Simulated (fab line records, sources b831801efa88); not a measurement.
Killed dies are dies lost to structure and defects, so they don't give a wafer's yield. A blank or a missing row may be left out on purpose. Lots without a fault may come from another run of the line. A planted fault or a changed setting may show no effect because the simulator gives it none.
fab line records | flow sky130
record lots=13 wafers=36 last_day=50
route steps=708 shown VIA1@482 METAL2@498 CAP2M@615 METAL5@665
lots that met no fault: from a run of the same line without faults
start_h: hours from the record's first day to the start of the lot's first wafer shown | wait_h: hours since the lot's step before | " the same as in the row above | L1.1+2: a row that stands for several wafers | - no value, or no start given | * or withheld: withheld | < > ~ a bound
route shown NAME@n: a module of which the file shows steps, and the number in the route of the first | usual: mean/standard deviation of fault-free wafers | same: alike in all rows | chamber/n: place in a boat | sites: the reading at each site | _std_site: their standard deviation | _edge_site: outer sites' mean less inner sites' | radius_mm: how far each site lies from the wafer's centre | mask NAME#n: copy n | behind: the tool/chamber that last shaped the wafer | hold: why the lot was held/for how many hours/how that ended | device: the transistor (n, p or np) that didn't switch | end of line: the same wafers' tests at the end of the route | a step without rows: its recipe alone | killed: dies lost to structure and defects at the first sort, not the wafer's yield | map: a wafer's dies, x killed, . not, _ none there
set.NAME: the setting as run; set.NAME@STEP: as run at that earlier step | model.NAME: the simulator's own value behind a step, which no gauge read
steps of the route over a sample of lots; a table a step, a row a wafer
services: from which hour (start_h, from the record's first day; less than 0 if before it) a tool's chamber was out of use, for how many hours, and why
## steps
# step SKY_VIA1_CMP_24
# recipe stop_on=SiO2 t_overpolish_s=15 down_force_psi=3.5 platen_rpm=60 target_thk_nm=0 pad_velocity_m_s=0.94248
# usual motor_current_A=10.7/0.72 overpolish_run_s=15.000/0.0083 time_to_endpoint_s=65/3.2
# columns lot.wafer tool chamber start_h wait_h motor_current_A overpolish_run_s time_to_endpoint_s
L818.3 cmp-02 3 786.94 0.1 10.4 14.997 66
L818.1 " 1 " " 10.0 14.986 58
L818.6 " 3 " " 10.4 14.995 64
L819.1 cmp-01 0 789.72 0.1 8.7 15.010 66
L819.3 " 2 " " 11.5 14.992 67
L819.5 " 1 " " 10.2 15.006 70
L820.4 cmp-02 1 802.81 0.1 10.1 14.998 66
L820.2 " 2 " " 11.0 15.008 64
L820.5 " 0 " " 10.9 14.995 65
L821.4 cmp-02 3 806.61 0.0 10.1 15.015 65
L821.1 " 2 " " 10.8 14.992 63
L821.5 " 3 " " 10.4 15.008 65
L827.4 cmp-01 2 883.26 0.1 11.6 15.006 67
L827.5 " 0 " " 9.9 14.996 63
L829.4 cmp-02 2 893.10 0.2 10.8 14.992 61
L829.6 " 0 " " 10.5 15.005 63
L830.4 cmp-02 0 902.59 0.1 10.3 14.995 61
L830.3 " 1 " " 10.5 15.014 64
L836.3 cmp-02 2 920.13 0.0 11.0 14.997 68
L836.6 " 2 " " 11.2 15.009 64
L836.5 " 3 " " 9.5 15.000 68
L835.3 cmp-02 3 923.62 0.0 10.2 14.996 67
L835.1 " 0 " " 11.2 14.996 64
L835.5 " 0 " " 10.5 14.976 61
L837.3 cmp-01 3 945.65 0.1 11.4 15.012 67
L837.1 " 1 " " 10.4 15.006 69
L837.6 " 3 " " 11.6 15.004 67
L838.3 cmp-01 2 951.75 0.0 11.9 15.003 69
L838.4 " 3 " " 11.0 15.001 69
L838.1 " 1 " " 10.7 15.001 72
L839.1 cmp-01 2 954.63 1.3 12.0 14.997 70
L839.3 " 3 " " 10.9 15.001 72
L839.6 " 3 " " 11.4 15.003 70
L840.3 cmp-01 0 954.98 1.2 9.5 15.000 64
L840.1 " 1 " " 10.7 14.994 70
L840.5 " 3 " " 10.8 15.000 68
# step SKY_METAL2_CD_MEAS_15
# recipe target_cd_nm=140
# usual cd_nm=139.6/1.2
# columns lot.wafer tool chamber start_h wait_h cd_nm
L818.1 cd_sem-01 - 812.14 - 140.4
L818.3 " - " " 141.9
L818.6 " - " " 141.8
L819.1 cd_sem-01 - 816.01 - 141.8
L819.3 " - " " 140.7
L819.5 " - " " 139.7
L820.2 cd_sem-01 - 829.78 - 139.9
L820.4 " - " " 139.6
L820.5 " - " " 140.4
L821.1 cd_sem-02 - 833.41 - 139.7
L821.4 " - " " 137.5
L821.5 " - " " 138.4
L827.4 cd_sem-01 - 908.68 - 138.4
L827.5 " - " " 137.1
L829.4 cd_sem-01 - 918.37 - 140.2
L829.6 " - " " 141.3
L830.3 cd_sem-02 - 927.96 - 138.5
L830.4 " - " " 138.5
L836.3 cd_sem-02 - 946.30 - 140.7
L836.5 " - " " 140.3
L836.6 " - " " 141.7
L835.1 cd_sem-02 - 948.67 - 138.9
L835.3 " - " " 140.3
L835.5 " - " " 139.8
L837.1 cd_sem-02 - 969.86 - 139.5
L837.3 " - " " 139.8
L837.6 " - " " 141.5
L838.1 cd_sem-01 - 975.47 - 139.8
L838.3 " - " " 139.5
L838.4 " - " " 140.2
L839.1 cd_sem-01 - 977.70 - 137.9
L839.3 " - " " 137.9
L839.6 " - " " 138.8
L840.1 cd_sem-02 - 978.21 - 141.8
L840.3 " - " " 141.3
L840.5 " - " " 141.3
# step SKY_CAP2M_OVL_MEAS_12
# usual CAP2M_OVL=-0.3/1.2
# columns lot.wafer tool chamber start_h wait_h CAP2M_OVL[nm]
L818.1 overlay-01 - 947.46 0.1 2.2
L818.3 " - " " -1.4
L818.6 " - " " -1.6
L819.1 overlay-01 - 949.61 0.1 -0.5
L819.3 " - " " -0.3
L819.5 " - " " -3.4
L820.2 overlay-01 - 962.56 0.1 -1.7
L820.4 " - " " -0.6
L820.5 " - " " 0.5
L821.1 overlay-01 - 966.16 0.1 1.5
L821.4 " - " " 0.3
L821.5 " - " " 0.8
L827.4 overlay-02 - 1034.18 0.1 0.1
L827.5 " - " " 1.6
L829.4 overlay-02 - 1043.19 0.1 -2.1
L829.6 " - " " -0.1
L830.3 overlay-02 - 1050.59 0.1 0.3
L830.4 " - " " 1.2
L836.3 overlay-01 - 1068.52 0.1 0.6
L836.5 " - " " -0.9
L836.6 " - " " 0.8
L835.1 overlay-01 - 1070.36 0.1 -0.9
L835.3 " - " " 1.4
L835.5 " - " " -3.2
L837.1 overlay-02 - 1088.32 0.1 0.5
L837.3 " - " " -0.9
L837.6 " - " " 0.1
L838.1 overlay-02 - 1093.66 0.1 -1.7
L838.3 " - " " 0.2
L838.4 " - " " -1.4
L839.1 overlay-01 - 1094.02 0.1 0.0
L839.3 " - " " -1.0
L839.6 " - " " -0.3
L840.1 overlay-02 - 1094.32 0.1 0.3
L840.3 " - " " -0.1
L840.5 " - " " 0.2
# step SKY_METAL5_SPUTTER_04
# recipe material=TiN target_thk_nm=70 power_w=6500 time_s=58.3 chamber_pressure_pa=0.4
# usual throttle_valve_pct=29.7/0.84
# columns lot.wafer tool chamber start_h wait_h throttle_valve_pct
L818.1 pvd_sputter-04 - 998.58 0.0 28.5
L818.3 " - " " 30.1
L818.6 " - " " 29.7
L819.1 pvd_sputter-04 - 999.40 0.0 30.0
L819.3 " - " " 28.3
L819.5 " - " " 29.9
L820.2 pvd_sputter-04 - 1013.90 0.0 28.5
L820.4 " - " " 31.5
L820.5 " - " " 30.1
L821.1 pvd_sputter-04 - 1016.67 0.0 31.1
L821.4 " - " " 28.3
L821.5 " - " " 31.3
L827.4 pvd_sputter-03 - 1080.56 0.0 28.9
L827.5 " - " " 30.0
L829.4 pvd_sputter-03 - 1089.25 0.0 30.4
L829.6 " - " " 29.6
L830.3 pvd_sputter-03 - 1096.16 0.0 29.5
L830.4 " - " " 29.8
L836.3 pvd_sputter-04 - 1113.58 0.0 29.9
L836.5 " - " " 31.6
L836.6 " - " " 30.0
L835.1 pvd_sputter-01 - 1114.12 0.0 30.8
L835.3 " - " " 28.8
L835.5 " - " " 30.6
L837.1 pvd_sputter-01 - 1131.35 0.0 30.5
L837.3 " - " " 29.5
L837.6 " - " " 29.4
L838.1 pvd_sputter-01 - 1136.27 0.0 29.5
L838.3 " - " " 29.2
L838.4 " - " " 30.9
L839.1 pvd_sputter-04 - 1136.57 0.0 29.8
L839.3 " - " " 30.0
L839.6 " - " " 29.9
L840.1 pvd_sputter-01 - 1136.93 0.0 29.3
L840.3 " - " " 28.7
L840.5 " - " " 30.7
# step SKY_METAL5_THK_MEAS_06
# recipe thk_meas_gauge=xrf reads=AlCu_of_METAL5_SPUTTER_02
# usual METAL5_ALCU_THK=1140/15
# columns lot.wafer tool chamber start_h wait_h METAL5_ALCU_THK[nm]
L818.1 film_metro-02 - 998.75 0.1 1120
L818.3 " - " " 1134
L818.6 " - " " 1118
L819.1 film_metro-02 - 999.57 0.1 1132
L819.3 " - " " 1150
L819.5 " - " " 1154
L820.2 film_metro-02 - 1014.08 0.1 1128
L820.4 " - " " 1125
L820.5 " - " " 1133
L821.1 film_metro-03 - 1016.83 0.1 1142
L821.4 " - " " 1154
L821.5 " - " " 1152
L827.4 film_metro-03 - 1080.76 0.1 1051
L827.5 " - " " 1138
L829.4 film_metro-03 - 1089.46 0.1 1083
L829.6 " - " " 1133
L830.3 film_metro-01 - 1096.35 0.1 1065
L830.4 " - " " 1067
L836.3 film_metro-03 - 1113.77 0.1 1157
L836.5 " - " " 1149
L836.6 " - " " 1171
L835.1 film_metro-01 - 1114.29 0.1 1182
L835.3 " - " " 1161
L835.5 " - " " 1179
L837.1 film_metro-02 - 1131.52 0.1 1159
L837.3 " - " " 1135
L837.6 " - " " 1138
L838.1 film_metro-01 - 1136.44 0.1 1145
L838.3 " - " " 1160
L838.4 " - " " 1159
L839.1 film_metro-02 - 1136.74 0.1 1137
L839.3 " - " " 1152
L839.6 " - " " 1159
L840.1 film_metro-03 - 1137.10 0.1 1147
L840.3 " - " " 1148
L840.5 " - " " 1153
## services
# columns tool chamber start_h hours kind
cmp-01 - 777.44 0.9 repair
cmp-01 - 781.58 5.0 pm
pvd_sputter-04 - 789.37 1.3 repair
cmp-01 - 865.34 0.4 repair
pvd_sputter-01 - 867.85 1.5 repair
cmp-01 - 897.77 2.9 repair
pvd_sputter-04 - 907.88 53.0 repair
cmp-02 - 912.00 4.0 pm
cmp-02 - 940.30 20.5 pm
cmp-01 - 960.99 6.4 pm
cmp-02 - 962.09 1.8 repair
cmp-02 - 973.89 1.0 repair
pvd_sputter-04 - 976.82 2.6 repair
pvd_sputter-04 - 1027.30 6.3 repair
cmp-01 - 1027.77 1.6 repair
cmp-02 - 1030.00 5.4 repair
cmp-02 - 1036.15 3.9 pm
cmp-02 - 1041.37 3.3 pm
cmp-01 - 1068.70 2.3 repair
pvd_sputter-04 - 1075.84 1.2 repair
cmp-01 - 1084.18 4.0 pm
cmp-02 - 1104.17 2.0 repair
cmp-01 - 1118.42 1.3 repair
cmp-01 - 1126.15 1.4 repair
## key
first_sign step=SKY_METAL5_THK_MEAS_06 reading=METAL5_ALCU_THK direction=down sigmas=4.8 usual=1140 struck=1067
effect none on later readings
met_at SKY_METAL5_SPUTTER_04
struck_lots L827,L829,L830
struck_wafers L827.4,L829.4,L830.3,L830.4
not_acting_at SKY_VIA1_CMP_24,SKY_METAL2_CD_MEAS_15,SKY_CAP2M_OVL_MEAS_12
fault kind=process_parameter_drift tool=pvd_sputter-03 chamber=- onset_h=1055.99 steps=SKY_METAL5_SPUTTER_04 channel=target_thk_nm offset=30.08 shape=step end_h=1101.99 scope=struck_wafers_only acts_in=these_recipes_only stated=70
